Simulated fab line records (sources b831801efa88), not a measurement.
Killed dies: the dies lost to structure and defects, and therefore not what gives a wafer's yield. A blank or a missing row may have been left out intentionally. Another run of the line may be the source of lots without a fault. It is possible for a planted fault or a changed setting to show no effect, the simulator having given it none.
Which tool did it? ; flow sfqLine ; 45 wafers from 15 lots sampled at 6 of the route's 325 steps

== WHAT EACH GAUGE READ, for each wafer ==
Not one reading of a measure or inspect step in the record can be checked against a usual standard deviation.

== WHAT TOOL EACH LOT RAN ON (gives the tool, then ch and the chambers of the sampled wafers, and finally the start) ==
lot;SFQ_TRILAYER_I3_VIA_BARC_OPEN_VIA_ETCH_121;SFQ_TRILAYER_M6_STRIP_STRIP_163;SFQ_TRILAYER_I6_VIA_BARC_OPEN_VIA_ETCH_235;SFQ_TRILAYER_M7_BARC_OPEN_METAL_ETCH_229;SFQ_TRILAYER_M7_ETCH_METAL_ETCH_180;SFQ_TRILAYER_I7_VIA_LITHO_EXPOSE_188
L881;rieDiel-04 ch 1,3, day 39 07:41;rieMetal-04 ch 0,1, day 60 15:59;rieDiel-04 ch 0,1, day 65 12:08;rieMetal-01 ch 0,1, day 69 23:01;rieMetal-01 ch 0,1, day 69 23:04;krfScanner-01 ch 0, day 72 15:39
L882;rieDiel-01 ch 0,2, day 39 11:35;rieMetal-04 ch 0,1, day 61 08:47;rieDiel-04 ch 1,2,3, day 67 08:32;rieMetal-02 ch 1, day 71 03:49;rieMetal-02 ch 1, day 71 03:52;krfScanner-01 ch 0, day 73 03:27
L884;rieDiel-01 ch 0,1,2, day 40 01:59;rieMetal-01 ch 0,1, day 64 02:26;rieDiel-04 ch 0,1,2, day 71 04:59;rieMetal-03 ch 0,1, day 74 10:49;rieMetal-03 ch 0,1, day 74 10:52;krfScanner-01 ch 0, day 75 12:03
L887;rieDiel-01 ch 0,1,2, day 42 04:23;rieMetal-03 ch 0,1, day 71 20:46;rieDiel-04 ch 1,2,3, day 73 15:47;rieMetal-02 ch 0,1, day 77 02:29;rieMetal-02 ch 0,1, day 77 02:33;krfScanner-01 ch 0, day 77 13:20
L888;rieDiel-04 ch 1,3, day 42 06:01;rieMetal-01 ch 1, day 71 21:58;rieDiel-01 ch 1,3, day 73 19:23;rieMetal-03 ch 0, day 77 08:37;rieMetal-03 ch 0, day 77 08:44;krfScanner-01 ch 0, day 77 19:46
L890;rieDiel-02 ch 0,1,3, day 43 05:26;rieMetal-04 ch 0,1, day 72 00:22;rieDiel-01 ch 0,2,3, day 73 21:47;rieMetal-01 ch 0,1, day 77 11:01;rieMetal-01 ch 0,1, day 77 11:04;krfScanner-01 ch 0, day 77 22:10
L891;rieDiel-01 ch 0,2,3, day 48 05:32;rieMetal-03 ch 0,1, day 72 02:46;rieDiel-04 ch 0,1,3, day 73 22:59;rieMetal-02 ch 0,1, day 77 13:25;rieMetal-02 ch 0,1, day 77 13:28;krfScanner-01, day 77 23:22
L892;rieDiel-02 ch 0,2,3, day 50 00:32;rieMetal-03 ch 0,1, day 72 06:34;rieDiel-04 ch 0,1, day 74 03:47;rieMetal-02 ch 0,1, day 77 19:26;rieMetal-02 ch 0,1, day 77 19:31;krfScanner-01, day 78 03:34
L893;rieDiel-01 ch 0,3, day 50 04:07;rieMetal-03 ch 0,1, day 73 06:22;rieDiel-01 ch 0,1, day 74 10:59;rieMetal-03 ch 0,1, day 78 00:13;rieMetal-03 ch 0,1, day 78 00:16;krfScanner-01, day 78 06:34
L896;rieDiel-01 ch 0,1,3, day 51 08:29;rieMetal-01 ch 0,1, day 73 11:22;rieDiel-01 ch 1,3, day 74 14:35;rieMetal-01 ch 0,1, day 78 05:02;rieMetal-01 ch 0,1, day 78 05:07;krfScanner-01 ch 0, day 78 12:58
L900;rieDiel-02 ch 0,1, day 51 19:17;rieMetal-03 ch 0,1, day 74 02:46;rieDiel-04 ch 0,2,3, day 75 04:59;rieMetal-02 ch 0,1, day 79 00:13;rieMetal-02 ch 0,1, day 79 00:16;krfScanner-01 ch 0, day 80 02:49
L901;rieDiel-01 ch 1,2, day 52 16:44;rieMetal-01 ch 0,1, day 74 05:10;rieDiel-02 ch 0,2,3, day 75 07:23;rieMetal-02 ch 0,1, day 79 03:56;rieMetal-02 ch 0,1, day 79 04:00;krfScanner-01 ch 0, day 80 04:13
L902;rieDiel-02 ch 0,2, day 52 21:58;rieMetal-04 ch 0, day 74 06:22;rieDiel-04 ch 1,2, day 75 08:35;rieMetal-01 ch 0,1, day 79 07:32;rieMetal-01 ch 0,1, day 79 07:36;krfScanner-01 ch 0, day 80 05:25
L903;rieDiel-01 ch 0,2,3, day 53 12:39;rieMetal-01 ch 0,1, day 74 07:34;rieDiel-02 ch 0,2,3, day 75 09:47;rieMetal-03 ch 0,1, day 79 08:44;rieMetal-03 ch 0,1, day 79 08:48;krfScanner-01 ch 0, day 80 06:25
L904;rieDiel-04 ch 0,2,3, day 54 15:40;rieMetal-01 ch 0,1, day 74 10:10;rieDiel-01 ch 0,2,3, day 75 12:11;rieMetal-03 ch 0,1, day 79 11:10;rieMetal-03 ch 0,1, day 79 11:14;krfScanner-01 ch 0, day 80 08:01
- SFQ_TRILAYER_I3_VIA_BARC_OPEN_VIA_ETCH_121: etches BARC in O2, target depth 125 nm, time 41.7 s.
- SFQ_TRILAYER_M6_STRIP_STRIP_163: strips in O2.
- SFQ_TRILAYER_I6_VIA_BARC_OPEN_VIA_ETCH_235: etches BARC in O2, target depth 125 nm, time 41.7 s.
- SFQ_TRILAYER_M7_BARC_OPEN_METAL_ETCH_229: etches BARC in O2, target depth 125 nm, time 41.7 s.
- SFQ_TRILAYER_M7_ETCH_METAL_ETCH_180: etches Nb in Cl2/Ar, stops on SiO2, target depth 240 nm, time 120 s.
- SFQ_TRILAYER_I7_VIA_LITHO_EXPOSE_188: exposes mask I7, target cd 1000 nm.

== AS READ BY THE TOOLS THEMSELVES (means over the sampled wafers that have a number; for cases with no such wafer, the mark the record gives instead) ==
SFQ_TRILAYER_I3_VIA_BARC_OPEN_VIA_ETCH_121.
lot;tool;biasW (W);chamberPressureMTorr (mTorr);drypumpMotorCurrentA (A);oesProductAu (a.u.);rfFwdPowerW (W)
L881;rieDiel-04;79.91;29.994;6.1;0.684;493.4
L882;rieDiel-01;80.04;29.988;5.9;0.685;492.1
L884;rieDiel-01;80.23;29.990;6.2;0.685;494.4
L887;rieDiel-01;79.91;29.992;6.1;0.680;493.7
L888;rieDiel-04;80.00;30.009;6.1;0.686;493.8
L890;rieDiel-02;80.04;30.021;5.4;0.682;494.6
L891;rieDiel-01;80.08;30.014;6.1;0.685;494.2
L892;rieDiel-02;80.01;29.984;5.5;0.689;494.6
L893;rieDiel-01;80.24;29.982;6.2;0.682;495.9
L896;rieDiel-01;80.24;30.004;6.3;0.689;495.5
L900;rieDiel-02;80.10;29.983;5.4;0.687;492.1
L901;rieDiel-01;79.91;30.003;5.8;0.681;491.4
L902;rieDiel-02;80.13;29.986;5.6;0.683;491.9
L903;rieDiel-01;80.38;30.003;6.1;0.687;493.8
L904;rieDiel-04;80.00;30.020;5.4;0.683;496.3

SFQ_TRILAYER_M6_STRIP_STRIP_163.
lot;tool;drypumpMotorCurrentA (A);oesProductAu (a.u.)
L881;rieMetal-04;5.4;1.010
L882;rieMetal-04;5.4;1.021
L884;rieMetal-01;6.0;1.008
L887;rieMetal-03;5.9;0.996
L888;rieMetal-01;6.3;0.997
L890;rieMetal-04;5.3;1.007
L891;rieMetal-03;5.7;0.999
L892;rieMetal-03;5.9;0.989
L893;rieMetal-03;5.9;0.998
L896;rieMetal-01;5.6;0.998
L900;rieMetal-03;5.7;0.992
L901;rieMetal-01;5.6;0.991
L902;rieMetal-04;5.6;1.020
L903;rieMetal-01;6.0;0.998
L904;rieMetal-01;5.6;0.996

SFQ_TRILAYER_I6_VIA_BARC_OPEN_VIA_ETCH_235.
lot;tool;biasW (W);chamberPressureMTorr (mTorr);drypumpMotorCurrentA (A);oesProductAu (a.u.);rfFwdPowerW (W)
L881;rieDiel-04;79.90;29.997;5.2;0.683;494.9
L882;rieDiel-04;80.16;30.003;5.6;0.685;494.1
L884;rieDiel-04;79.72;29.989;5.2;0.684;496.5
L887;rieDiel-04;79.74;29.982;5.6;0.687;493.1
L888;rieDiel-01;80.03;30.015;6.1;0.682;497.7
L890;rieDiel-01;80.06;30.014;6.1;0.683;494.4
L891;rieDiel-04;79.91;30.026;5.6;0.688;495.0
L892;rieDiel-04;80.15;29.985;5.4;0.690;496.5
L893;rieDiel-01;80.17;29.986;6.4;0.688;499.8
L896;rieDiel-01;80.27;29.990;6.1;0.688;494.9
L900;rieDiel-04;80.07;29.989;5.4;0.688;494.8
L901;rieDiel-02;80.15;30.009;5.5;0.688;494.6
L902;rieDiel-04;79.89;29.990;5.1;0.687;495.1
L903;rieDiel-02;80.07;30.004;5.5;0.684;494.4
L904;rieDiel-01;79.90;29.999;6.1;0.687;495.3

SFQ_TRILAYER_M7_BARC_OPEN_METAL_ETCH_229.
lot;tool;biasW (W);chamberPressureMTorr (mTorr);drypumpMotorCurrentA (A);oesProductAu (a.u.);rfFwdPowerW (W)
L881;rieMetal-01;79.94;10.007;5.6;0.687;596.4
L882;rieMetal-02;80.15;9.995;6.3;0.684;594.4
L884;rieMetal-03;80.03;10.000;5.9;0.683;594.7
L887;rieMetal-02;79.90;9.995;6.4;0.685;595.9
L888;rieMetal-03;80.11;9.989;5.5;0.685;593.7
L890;rieMetal-01;80.09;9.997;5.6;0.683;594.2
L891;rieMetal-02;-;-;-;-;-
L892;rieMetal-02;-;-;-;-;-
L893;rieMetal-03;-;-;-;-;-
L896;rieMetal-01;79.99;9.998;6.0;0.681;596.9
L900;rieMetal-02;80.26;9.993;6.4;0.683;592.8
L901;rieMetal-02;79.62;10.001;6.4;0.686;593.3
L902;rieMetal-01;80.11;10.009;5.9;0.687;595.0
L903;rieMetal-03;79.90;9.998;5.7;0.686;591.9
L904;rieMetal-03;80.13;9.989;5.7;0.684;595.0

SFQ_TRILAYER_M7_ETCH_METAL_ETCH_180.
lot;tool;biasW (W);chamberPressureMTorr (mTorr);drypumpMotorCurrentA (A);oesProductAu (a.u.);rfFwdPowerW (W)
L881;rieMetal-01;80.06;10.001;5.6;0.886;596.3
L882;rieMetal-02;79.91;10.007;6.3;0.896;597.7
L884;rieMetal-03;80.01;9.998;5.9;0.893;597.6
L887;rieMetal-02;80.08;9.999;6.4;0.895;597.7
L888;rieMetal-03;79.86;10.002;5.5;0.899;597.8
L890;rieMetal-01;80.24;10.000;5.6;0.893;596.7
L891;rieMetal-02;79.95;10.004;6.5;0.376;597.8
L892;rieMetal-02;79.95;9.995;6.4;0.372;597.5
L893;rieMetal-03;80.07;10.009;5.7;0.376;597.7
L896;rieMetal-01;79.92;10.005;5.9;0.903;593.2
L900;rieMetal-02;79.84;9.997;6.4;0.888;595.3
L901;rieMetal-02;79.94;10.004;6.4;0.892;596.3
L902;rieMetal-01;80.19;10.006;6.0;0.894;598.1
L903;rieMetal-03;79.74;10.005;5.7;0.903;599.4
L904;rieMetal-03;80.04;10.000;5.7;0.888;596.9

SFQ_TRILAYER_I7_VIA_LITHO_EXPOSE_188.
lot;tool;exposureDoseMJCm2;focusOffsetNm (nm)
L881;krfScanner-01;21.305;-0.7
L882;krfScanner-01;21.333;-0.4
L884;krfScanner-01;21.287;0.7
L887;krfScanner-01;21.305;0.4
L888;krfScanner-01;21.274;0.4
L890;krfScanner-01;21.324;-0.5
L891;krfScanner-01;-;-
L892;krfScanner-01;-;-
L893;krfScanner-01;-;-
L896;krfScanner-01;21.312;-0.4
L900;krfScanner-01;21.285;0.2
L901;krfScanner-01;21.287;0.6
L902;krfScanner-01;21.318;0.5
L903;krfScanner-01;21.319;0.4
L904;krfScanner-01;21.332;-0.6

== THE ANSWER, worked out from the rows above alone ==
Rule: usual is defined by the lots themselves. The widest of any qualifying gaps counts: lots, ordered by their means at a reading, are off when they make up no more than a third of the lots, leave a main group of 4 or more, and stand apart from it by 3 or more times the standard deviation of that group's means. Not used: any main group whose means are identical at the precision the tables above print for the reading. Also off: a lot with no number at a reading for which 4 or more lots have one. The other lots that the step has rows for count as sound. After the gauges, taken in route order, come the tools' own readings; for these a lot's mean is taken, as printed above. The first step at which some lot is off is used, and at that step the reading that is off furthest; a lot without a number counts as furthest.
Off: L891, L892, L893 (SFQ_TRILAYER_M7_BARC_OPEN_METAL_ETCH_229, biasW). Without a number there: L891, L892, L893. The main group: mean 80.02 W, standard deviation 0.16.
A tool fits if, at that step or a process step before it, it ran every lot that is off, and no sound lot after the first of them. None of those tried fits.

== WHAT THE SIMULATOR HAD INSERTED ==
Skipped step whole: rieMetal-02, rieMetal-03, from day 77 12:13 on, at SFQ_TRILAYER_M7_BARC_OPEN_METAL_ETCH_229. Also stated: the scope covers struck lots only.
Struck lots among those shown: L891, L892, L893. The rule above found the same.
